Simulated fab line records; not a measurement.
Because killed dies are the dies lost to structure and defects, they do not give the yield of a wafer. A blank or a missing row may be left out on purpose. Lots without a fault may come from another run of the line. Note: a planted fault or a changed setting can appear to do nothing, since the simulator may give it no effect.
A lot that was struck, set against a sound lot -- flow sky130 -- 30 out of 708 route steps
Sound: wafers L910.2, L910.3, L910.5. Struck: wafers L920.2, L920.5, L920.6. The cause is named last.
At each step with rows: each side's tool, then ch and its chambers, then its first start. Under that, the readings that differ: sound wafers -- struck wafers -- difference of the means -- sigmas: that difference in standard deviations of wafers without a fault.
alike: readings whose means differ by less than 2 such deviations, and words and numbers that are the same on both sides. not compared: withheld readings, readings that some wafer has no value for, bounds like >300 that may hide the same value, and numbers for which the record gives no deviation and whose values overlap.
Wherever a step has rows on one side only, a row that says differs or no value, or a row with sigmas, the two part there. Numbers that have no deviation but don't overlap get no sigmas and don't part them. A reading missing from all wafers of one side parts the sides only when that side holds two or more wafers.

first, 5 steps without rows for these wafers: SKY_SONOS_ONO_COAT_08 (resist thk 1140 nm); SKY_SONOS_ONO_SOFTBAKE_09 (time 60 s); SKY_SONOS_ONO_EXPOSE_10 (exposes mask ONOM, target cd 410 nm); SKY_SONOS_ONO_PEB_11; SKY_SONOS_ONO_DEVELOP_12 (develop time 60 s).
SKY_SONOS_ONO_CD_MEAS_13 targets a cd of 410 nm.
  sound: cd sem-02 at day 15 02:26; struck: cd sem-01 at day 19 00:29
  alike: cd nm
SKY_SONOS_ONO_OVL_MEAS_14:
  sound: overlay-01 at day 15 02:32; struck: overlay-01 at day 19 00:36
reading,sound,struck,difference,sigmas
SONOS_ONO_OVL (nm),-1.9 -1.3 -1.1,2.2 1.0 2.8,+3.4,+2
SKY_SONOS_ONO_ETCH_15: etches the open film in CHF3/O2, target depth 19.52 nm, time 7.8 s.
  sound on rie diel-01 ch 1,2,3, day 15 02:34; struck on rie diel-01 ch 0,2,3, day 19 00:38
  alike: drypump motor current A, oes product au, throttle valve pct
  not compared: rf hours counter h
then, 1 step without rows for these wafers: SKY_SONOS_ONO_WET_ETCH_16 (etches SiO2 in dHF, target depth 14 nm, time 280 s).
SKY_SONOS_ONO_STRIP_17: strips in O2/N2.
  sound on plasma asher-01 ch 0,1, day 15 02:46; struck on plasma asher-02 ch 0,1, day 19 00:49
  alike: drypump motor current A, n2 flow sccm, oes product au, strip time to endpoint s
  not compared: rf hours counter h
then, 2 steps without rows for these wafers: SKY_SONOS_ONO_WET_ETCH_18 (etches Si3N4 in H3PO4, target depth 15 nm, time 172 s); SKY_GATE_OXIDE_CLEAN_00 (cleans in SC1/SC2, time 150 s).
SKY_GATE_OXIDE_OXIDATION_01: stabilise 600 s, purge 300 s, target thk 10.268 nm.
  sound on furnace-01 ch 0, day 15 04:21; struck on furnace-02 ch 0, day 19 02:02
reading,sound,struck,difference,sigmas
spike tc bottom C (C),916.1 915.9 914.8,899.8 900.5 899.0,-15.8,-11
spike tc centre C (C),901.9 900.1 898.7,879.8 882.6 880.0,-19.4,-20
spike tc lower C (C),899.6 900.6 900.0,882.5 880.6 881.6,-18.5,-18
spike tc top C (C),913.5 911.7 912.9,891.0 891.5 890.4,-21.7,-14
spike tc upper C (C),900.6 900.0 899.8,882.1 880.0 881.0,-19.1,-17
tube center temp C (C),899.97 899.9 899.98,880.87 881.09 881.11,-18.93,-99 or more
tube_center_temp_C_max,901.9 902.6 901.7,882.9 883.2 883.5,-18.9,-51
model.SiO2_of_GATE_OXIDE_OXIDATION_01.thk nm (nm),10.11 10.18 10.26,8.336 8.331 8.258,-1.875,
  alike: zone power top pct
SKY_GATE_OXIDE_THK_MEAS_02:
  sound: film metro-04 at day 15 05:46; struck: film metro-03 at day 19 03:28
reading,sound,struck,difference,sigmas
GATE_OXIDE_OXIDATION_00_THK (nm),10.09 10.17 10.28,8.34 8.36 8.22,-1.87,-10
then, 7 steps without rows for these wafers: SKY_GATE_OXIDE_DEHYDRATE_03 (time 60 s); SKY_GATE_OXIDE_HMDS_04 (prime time 60 s); SKY_GATE_OXIDE_COAT_05 (resist thk 1140 nm); SKY_GATE_OXIDE_SOFTBAKE_06 (time 60 s); SKY_GATE_OXIDE_EXPOSE_07 (exposes mask LVOM, target cd 600 nm); SKY_GATE_OXIDE_PEB_08; SKY_GATE_OXIDE_DEVELOP_09 (develop time 60 s).
SKY_GATE_OXIDE_OVL_MEAS_10:
  sound: overlay-01 at day 16 08:43; struck: overlay-02 at day 20 09:43
  alike: GATE_OXIDE_OVL
then, 2 steps without rows for these wafers: SKY_GATE_OXIDE_IMPLANT_11; SKY_GATE_OXIDE_WET_ETCH_12 (etches SiO2 in dHF, target depth 16.8 nm, time 336 s).
SKY_GATE_OXIDE_STRIP_13: strips in O2/N2.
  sound on plasma asher-04 ch 0,1, day 16 09:00; struck on plasma asher-01 ch 0,1, day 20 10:00
reading,sound,struck,difference,sigmas
strip time to endpoint s (s),14.11 14.11 14.10,14.23 14.24 14.24,+0.13,+3
  alike: drypump motor current A, n2 flow sccm, oes product au
  not compared: rf hours counter h
SKY_GATE_OXIDE_TW_MEAS_14:
  sound: film metro-01 at day 16 09:07; struck: film metro-03 at day 20 10:07
  alike: GATE_OXIDE_TW
then, 1 step without rows for these wafers: SKY_GATE_OXIDE_CLEAN_15 (cleans in SC1/SC2, time 150 s).
SKY_GATE_OXIDE_OXIDATION_16: stabilise 600 s, purge 300 s, target thk 3.57 nm.
  sound on furnace-02 ch 0, day 16 09:23; struck on furnace-02 ch 0, day 20 11:26
reading,sound,struck,difference,sigmas
model.SiO2_of_GATE_OXIDE_OXIDATION_01.thk nm (nm),11.45 11.51 11.58,9.859 9.86 9.801,-1.673,
  alike: ox temp c max, spike tc bottom C, spike tc centre C, spike tc lower C, spike tc top C, spike tc upper C, tube center temp C, tube_center_temp_C_max, zone power top pct
then, 1 step without rows for these wafers: SKY_POLY_GATE_CVD_00 (deposits poly-Si, target thk 180 nm, time 720 s).
-- here the record skips 30 days between the struck wafers' starts before and after, leaving off in module POLY_GATE and picking up in module PAD_OPEN (first step shown: number 708 of the route) --
SKY_PAD_OPEN_PROBE_99:
  sound: prober-02 at day 47 17:50; struck: prober-01 at day 50 05:32
reading,sound,struck,difference,sigmas
model.etest.nfet_16v.r on ohm um,1.385e+04 1.39e+04 1.401e+04,1.318e+04 1.312e+04 1.316e+04,-7.667e+02,
model.etest.pfet g5v0d10v5.r on ohm um,4665 4705 4773,4406 4371 4355,-337,
model.etest.tip sonos.rs ohm sq,2725 2766 2810,2296 2318 2304,-461,
model.etest.nfet g5v0d10v5.r on ohm um,1829 1838 1860,1726 1739 1726,-112,
model.etest.nfet g5v0d10v5.drive ua um,619.6 615.3 611.2,704.8 707 713.7,+93.1,
model.etest.nfet_05v0_nvt.drive ua um,587.4 586.6 581.1,659.8 671.3 669.4,+81.8,
model.etest.pfet g5v0d10v5.drive ua um,349.6 344.8 339.5,387.4 383 388.8,+41.8,
model.etest.nfet_16v.drive ua um,227.8 226.6 226.9,259.5 256.2 261.9,+32.1,
  alike: killed_at_M0_to_M3, killed_at_M4_up, killed at contacts, killed at front end, killed at other, killed dies, killed open, killed short

== WHERE THEY PART ==
At SKY_SONOS_ONO_OVL_MEAS_14 first; at SKY_GATE_OXIDE_STRIP_13 last (within this record only). Later steps at which nothing parts them and some readings are alike: SKY_GATE_OXIDE_TW_MEAS_14, SKY_GATE_OXIDE_OXIDATION_16, SKY_PAD_OPEN_PROBE_99.

WHY: what the simulator had put in
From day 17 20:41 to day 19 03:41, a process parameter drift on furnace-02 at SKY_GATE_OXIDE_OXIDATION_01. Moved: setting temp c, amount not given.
